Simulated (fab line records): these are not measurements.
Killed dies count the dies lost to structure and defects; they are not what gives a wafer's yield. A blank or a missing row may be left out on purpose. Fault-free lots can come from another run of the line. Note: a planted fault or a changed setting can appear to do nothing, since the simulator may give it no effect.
A lot that was struck, set against a sound lot / flow sky130 / 44 steps out of a route of 708
Sound: these wafers, L131.1, L131.4, L131.6. The struck wafers were L143.1, L143.2, L143.5. The cause is named last.
Order at every step that has rows: each side's tool, ch and its chambers, its first start. Under that, the readings that differ: sound wafers / struck wafers / difference of the means / sigmas: that difference in standard deviations of wafers without a fault.
alike: readings with means less than 2 such deviations apart, plus words and numbers identical on both sides. not compared: withheld readings, readings lacking a value on some wafer, bounds such as >300 that could conceal the same value, and numbers that have no deviation in the record and whose values overlap.
The two part at a step that has a row with sigmas, a row that says differs or no value, or rows on one side only. Numbers that have no deviation but don't overlap get no sigmas and don't part them. A reading that every wafer of one side lacks parts them only if that side has two wafers or more.

first, 4 steps without rows for these wafers: SKY_LDD_HVP_SOFTBAKE_03 (time 60 s); SKY_LDD_HVP_EXPOSE_04 (exposes mask HVPTM, target cd 700 nm); SKY_LDD_HVP_PEB_05; SKY_LDD_HVP_DEVELOP_06 (develop time 60 s).
SKY_LDD_HVP_OVL_MEAS_07:
  sound on overlay-01, day 22 23:32; struck on overlay-02, day 26 13:26
  alike: LDD_HVP_OVL
following that, these wafers have no rows for 1 step: SKY_LDD_HVP_IMPLANT_08.
SKY_LDD_HVP_STRIP_09: strips in O2/N2.
  sound on plasma asher-01 ch 0,1, day 22 23:43; struck on plasma asher-01 ch 0,1, day 26 13:37
  alike: drypump motor current A, oes product au, strip time to endpoint s
  not compared: rf hours counter h
SKY_LDD_HVP_TW_MEAS_10:
  sound on film metro-01, day 22 23:49; struck on film metro-01, day 26 13:43
  alike: LDD_HVP_TW
then, 4 steps without rows for these wafers: SKY_LDD_LDN_DEHYDRATE_00 (time 60 s); SKY_LDD_LDN_HMDS_01 (prime time 60 s); SKY_LDD_LDN_COAT_02 (resist thk 1140 nm); SKY_LDD_LDN_SOFTBAKE_03 (time 60 s).
SKY_LDD_LDN_EXPOSE_04: exposes mask LDNTM, target cd 700 nm.
  sound on iline stepper-01 ch 0, day 23 14:44; struck on iline stepper-01 ch 0, day 27 04:32
reading=mask; sound=LDNTM#0 LDNTM#0 LDNTM#0; struck=URPM#0 URPM#0 URPM#0; difference=differs; sigmas=
  alike: exposure dose mJ cm2
then, 2 steps without rows for these wafers: SKY_LDD_LDN_PEB_05; SKY_LDD_LDN_DEVELOP_06 (develop time 60 s).
SKY_LDD_LDN_OVL_MEAS_07:
  sound on overlay-01, day 24 06:11; struck on overlay-02, day 27 18:41
reading=LDD_LDN_OVL (nm); sound=-2.8 0.0 0.6; struck=- - -; difference=no value on the struck wafers; sigmas=
then, 4 steps without rows for these wafers: SKY_LDD_LDN_IMPLANT_08; SKY_LDD_LDN_IMPLANT_09; SKY_LDD_LDN_IMPLANT_10; SKY_LDD_LDN_IMPLANT_11.
SKY_LDD_LDN_STRIP_12: strips in O2/N2.
  sound on plasma asher-04 ch 0,1, day 24 06:49; struck on plasma asher-04 ch 0,1, day 27 19:19
  alike: drypump motor current A, oes product au, strip time to endpoint s
  not compared: rf hours counter h
SKY_LDD_LDN_TW_MEAS_13:
  sound on film metro-01, day 24 06:55; struck on film metro-01, day 27 19:25
reading=LDD_LDN_TW; sound=1466 1455 1456; struck=30 30 30; difference=-1429; sigmas=-99 or more
then, 2 steps without rows for these wafers: SKY_LDD_LDN_CLEAN_14 (cleans in SC1/SC2, time 150 s); SKY_SPACER_CVD_00 (deposits Si3N4 from DCS/NH3, target thk 43.1 nm, time 740 s).
SKY_SPACER_THK_MEAS_01:
  sound on film metro-03, day 24 09:17; struck on film metro-01, day 27 20:47
  alike: SPACER_CVD_00_THK
SKY_SPACER_ETCHBACK_02: etches Si3N4 in CH3F/O2, stops on SiO2, time 46.7 s, target depth 45 nm.
  sound on rie diel-04 ch 0,2, day 24 09:20; struck on rie diel-03 ch 0,2, day 27 20:51
  alike: O2_flow_sccm, bias w, drypump motor current A, oes product au, throttle valve pct
  not compared: rf hours counter h
then, 8 steps without rows for these wafers: SKY_POLY_CUT_DEHYDRATE_00 (time 60 s); SKY_POLY_CUT_HMDS_01 (prime time 60 s); SKY_POLY_CUT_COAT_02 (resist thk 60 nm); SKY_POLY_CUT_COAT_03 (resist thk 450 nm); SKY_POLY_CUT_SOFTBAKE_04 (time 90 s); SKY_POLY_CUT_EXPOSE_05 (exposes mask NPCM, target cd 270 nm); SKY_POLY_CUT_PEB_06; SKY_POLY_CUT_DEVELOP_07 (develop time 60 s).
SKY_POLY_CUT_CD_MEAS_08 targets a cd of 270 nm.
  sound on cd sem-02, day 25 15:35; struck on cd sem-02, day 29 01:01
  alike: cd nm
SKY_POLY_CUT_OVL_MEAS_09:
  sound on overlay-01, day 25 15:43; struck on overlay-02, day 29 01:08
  alike: POLY_CUT_OVL
SKY_POLY_CUT_ETCH_10: etches BARC in N2/H2, stops on SiO2, time 45.9 s, target depth 60 nm.
  sound on rie diel-02 ch 1,3, day 25 15:44; struck on rie diel-01 ch 0,1,3, day 29 01:10
  alike: bias w, drypump motor current A, oes product au, throttle valve pct
  not compared: rf hours counter h
SKY_POLY_CUT_ETCH_11: etches Si3N4 in CF4/CH2F2/Ar, stops on poly-Si, time 42.5 s, target depth 60 nm.
  sound on rie diel-02 ch 1,3, day 25 15:47; struck on rie diel-01 ch 0,1,3, day 29 01:13
  alike: bias w, cf4 flow sccm, drypump motor current A, oes product au, throttle valve pct
  not compared: rf hours counter h
then, 4 steps without rows for these wafers: SKY_POLY_CUT_STRIP_12 (strips in O2/N2); SKY_SD_P_DEHYDRATE_00 (time 60 s); SKY_SD_P_HMDS_01 (prime time 60 s); SKY_SD_P_COAT_02 (resist thk 1140 nm).
-- record jumps: 2 days separate the struck wafers' starts on either side; left off in module SD_P, taken up again in module RES_XHIGH, whose first shown step is the route's number 341 --
SKY_RES_XHIGH_TW_MEAS_09:
  sound on film metro-03, day 28 01:50; struck on film metro-04, day 31 08:25
reading=RES_XHIGH_TW; sound=1606 1612 1615; struck=1881 1894 1890; difference=+277; sigmas=+14
-- record jumps: 18 days separate the struck wafers' starts on either side; left off in module RES_XHIGH, taken up again in module PAD_OPEN, whose first shown step is the route's number 708 --
SKY_PAD_OPEN_PROBE_99:
  sound on prober-02, day 46 21:03; struck on prober-01, day 49 03:41
reading=killed_at_M0_to_M3; sound=37 40 44; struck=52 51 59; difference=+14; sigmas=+2
reading=killed at front end; sound=28 12 21; struck=413 418 408; difference=+393; sigmas=+93
reading=killed dies; sound=105 76 91; struck=492 492 492; difference=+401; sigmas=+41
reading=killed on rim; sound=13 15 13; struck=96 96 96; difference=+82; sigmas=+20
  alike: killed_at_M4_up, killed at contacts, killed at other, killed open, killed short

## WHERE THEY PART
Earliest at SKY_LDD_LDN_EXPOSE_04; latest, in this record, at SKY_PAD_OPEN_PROBE_99.

WHY: the cause the simulator had injected
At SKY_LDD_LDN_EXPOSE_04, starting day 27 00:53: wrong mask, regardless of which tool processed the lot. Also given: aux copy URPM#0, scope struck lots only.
